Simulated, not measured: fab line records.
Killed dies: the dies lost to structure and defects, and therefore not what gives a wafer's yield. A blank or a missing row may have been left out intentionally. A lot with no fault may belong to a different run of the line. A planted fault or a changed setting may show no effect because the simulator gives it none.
The tool behind it: which one?    flow gf180mcu    12 lots with 36 wafers sampled at 5 steps, on a route of 602 steps

WHAT THE GAUGES SHOWED, per wafer
GF_V4_THK_MEAS_01.
lot   measured      on             V4_CVD_00_THK (nm)
L597  day 23 08:34  film-metro-04  610 615 611
L599  day 24 00:23  film-metro-04  602 603 605
L601  day 24 19:47  film-metro-02  593 603 601
L603  day 25 13:11  film-metro-02  590 588 594
L605  day 26 02:23  film-metro-04  591 584 594
L606  day 26 08:56  film-metro-04  607 605 595
L609  day 27 11:09  film-metro-04  606 595 606
L610  day 27 17:12  film-metro-02  620 616 611
L615  day 29 09:32  film-metro-02  597 607 605
L617  day 30 04:10  film-metro-03  913 904 911
L619  day 30 07:49  film-metro-02  901 905 897
L620  day 30 13:18  film-metro-03  607 595 617

GF_V4_CD_MEAS_14: the cd target is 260 nm.
lot   measured      on         cd-nm (nm)
L597  day 24 07:07  cd-sem-01  257.5 259.2 259.2
L599  day 24 23:35  cd-sem-02  260.1 260.7 260.2
L601  day 25 17:57  cd-sem-02  258.6 258.9 259.5
L603  day 26 10:50  cd-sem-02  260.5 259.8 260.0
L605  day 26 23:40  cd-sem-01  260.0 260.9 260.9
L606  day 27 06:10  cd-sem-01  259.8 258.9 258.4
L609  day 28 07:10  cd-sem-02  258.7 258.2 258.1
L610  day 28 13:58  cd-sem-02  258.9 256.5 258.7
L615  day 30 05:00  cd-sem-02  258.5 259.0 258.8
L617  day 30 23:01  cd-sem-01  260.2 260.7 260.9
L619  day 31 02:27  cd-sem-01  261.5 261.2 261.4
L620  day 31 08:18  cd-sem-01  260.7 260.3 260.7

WHAT TOOL EACH LOT RAN ON (gives the tool, then ch and the chambers of the sampled wafers, and finally the start)
lot   GF_V3_SPUTTER_22              GF_M4_SPUTTER_03              GF_V4_CVD_00
L597  pvd-sputter-04, day 22 07:33  pvd-sputter-01, day 22 08:21  hdpcvd-01 ch 1,2, day 23 08:27
L599  pvd-sputter-04, day 22 23:58  pvd-sputter-01, day 23 00:46  hdpcvd-01 ch 0,2, day 24 00:19
L601  pvd-sputter-03, day 23 20:04  pvd-sputter-04, day 23 20:52  hdpcvd-02 ch 0,2, day 24 19:42
L603  pvd-sputter-02, day 24 14:13  pvd-sputter-04, day 24 15:01  hdpcvd-01 ch 0,2, day 25 13:07
L605  pvd-sputter-04, day 25 03:23  pvd-sputter-04, day 25 04:10  hdpcvd-02 ch 1,2, day 26 02:19
L606  pvd-sputter-04, day 25 10:50  pvd-sputter-03, day 25 11:37  hdpcvd-01 ch 0,1,2, day 26 08:51
L609  pvd-sputter-04, day 26 12:23  pvd-sputter-01, day 26 13:11  hdpcvd-02 ch 0,2, day 27 11:05
L610  pvd-sputter-02, day 26 18:50  pvd-sputter-01, day 26 19:37  hdpcvd-01 ch 1,2, day 27 17:08
L615  pvd-sputter-02, day 28 12:35  pvd-sputter-04, day 28 13:22  hdpcvd-01 ch 0,2, day 29 09:27
L617  pvd-sputter-02, day 29 07:44  pvd-sputter-04, day 29 08:32  hdpcvd-01 ch 1,2, day 30 04:06
L619  pvd-sputter-03, day 29 11:05  pvd-sputter-04, day 29 11:52  hdpcvd-01 ch 0,2, day 30 07:44
L620  pvd-sputter-04, day 29 17:32  pvd-sputter-01, day 29 18:20  hdpcvd-02 ch 1,2, day 30 13:13
- GF_V3_SPUTTER_22: material TiN, target thk 10 nm, time 40 s.
- GF_M4_SPUTTER_03: material Ti, target thk 10 nm, time 6.7 s.
- GF_V4_CVD_00: deposits SiO2, target thk 600 nm, time 100 s.

WHAT THE TOOLS THEMSELVES READ (means of the sampled wafers that have a number; where no wafer has one, the mark that the record gives instead)
GF_V3_SPUTTER_22.
lot   tool            cathode-dc-power-W (W)  throttle-valve-pct (%)
L597  pvd-sputter-04  3999.9                  30.8
L599  pvd-sputter-04  4000.3                  28.6
L601  pvd-sputter-03  4000.1                  29.7
L603  pvd-sputter-02  4000.5                  32.7
L605  pvd-sputter-04  3999.6                  30.5
L606  pvd-sputter-04  4000.0                  29.1
L609  pvd-sputter-04  3999.5                  28.9
L610  pvd-sputter-02  4000.2                  30.0
L615  pvd-sputter-02  3999.9                  31.0
L617  pvd-sputter-02  4000.2                  31.7
L619  pvd-sputter-03  3999.8                  29.0
L620  pvd-sputter-04  4000.2                  30.1

GF_M4_SPUTTER_03.
lot   tool            cathode-dc-power-W (W)  throttle-valve-pct (%)
L597  pvd-sputter-01  3000.4                  29.0
L599  pvd-sputter-01  3000.0                  29.1
L601  pvd-sputter-04  2999.7                  29.2
L603  pvd-sputter-04  2999.9                  28.9
L605  pvd-sputter-04  3000.0                  28.6
L606  pvd-sputter-03  2999.9                  29.3
L609  pvd-sputter-01  3000.0                  30.3
L610  pvd-sputter-01  3000.4                  29.6
L615  pvd-sputter-04  3000.4                  31.0
L617  pvd-sputter-04  3000.3                  29.7
L619  pvd-sputter-04  2999.7                  29.9
L620  pvd-sputter-01  3000.0                  29.5

GF_V4_CVD_00.
lot   tool       sih4-flow-sccm (sccm)  susceptor-temp-C (C)
L597  hdpcvd-01  59.93                  399.97
L599  hdpcvd-01  59.83                  400.21
L601  hdpcvd-02  59.92                  399.76
L603  hdpcvd-01  59.88                  400.03
L605  hdpcvd-02  60.00                  400.01
L606  hdpcvd-01  59.80                  399.78
L609  hdpcvd-02  59.85                  399.79
L610  hdpcvd-01  59.77                  399.92
L615  hdpcvd-01  60.12                  399.85
L617  hdpcvd-01  90.21                  399.93
L619  hdpcvd-01  89.96                  399.72
L620  hdpcvd-02  59.91                  399.85

THE ANSWER, worked out from the rows above alone
Rule: the usual values come from the lots themselves. The widest of any qualifying gaps counts: lots, ordered by their means at a reading, are off when they make up no more than a third of the lots, leave a main group of 4 or more, and stand apart from it by 3 or more times the standard deviation of that group's means. If all means in a main group match to the digits the tables above print for the reading, that group is not used. A lot without any number at a reading at which 4 lots or more have one is off too. Any other lot the step has rows for is counted as sound. Order of review: gauges by route order, followed by the tools' own readings, for which a lot's mean as printed above is used. At the first step where some lot is off, the reading lying furthest off is the one used; lots without a number count as furthest.
Off: at GF_V4_THK_MEAS_01 (V4_CVD_00_THK), L617, L619. Main group: mean 602 nm, sd 7.7.
A tool fits if, at a process step before that reading, it ran every lot that is off, and no sound lot after the first of them. Not tried: the gauges at GF_V4_THK_MEAS_01; whatever is off there is also off at GF_V4_CVD_00, on other tools, and gauge error can't account for it. This does not decide it: 2 tools fit, namely pvd-sputter-04 at GF_M4_SPUTTER_03 and hdpcvd-01 at GF_V4_CVD_00.

WHAT THE SIMULATOR HAD INSERTED
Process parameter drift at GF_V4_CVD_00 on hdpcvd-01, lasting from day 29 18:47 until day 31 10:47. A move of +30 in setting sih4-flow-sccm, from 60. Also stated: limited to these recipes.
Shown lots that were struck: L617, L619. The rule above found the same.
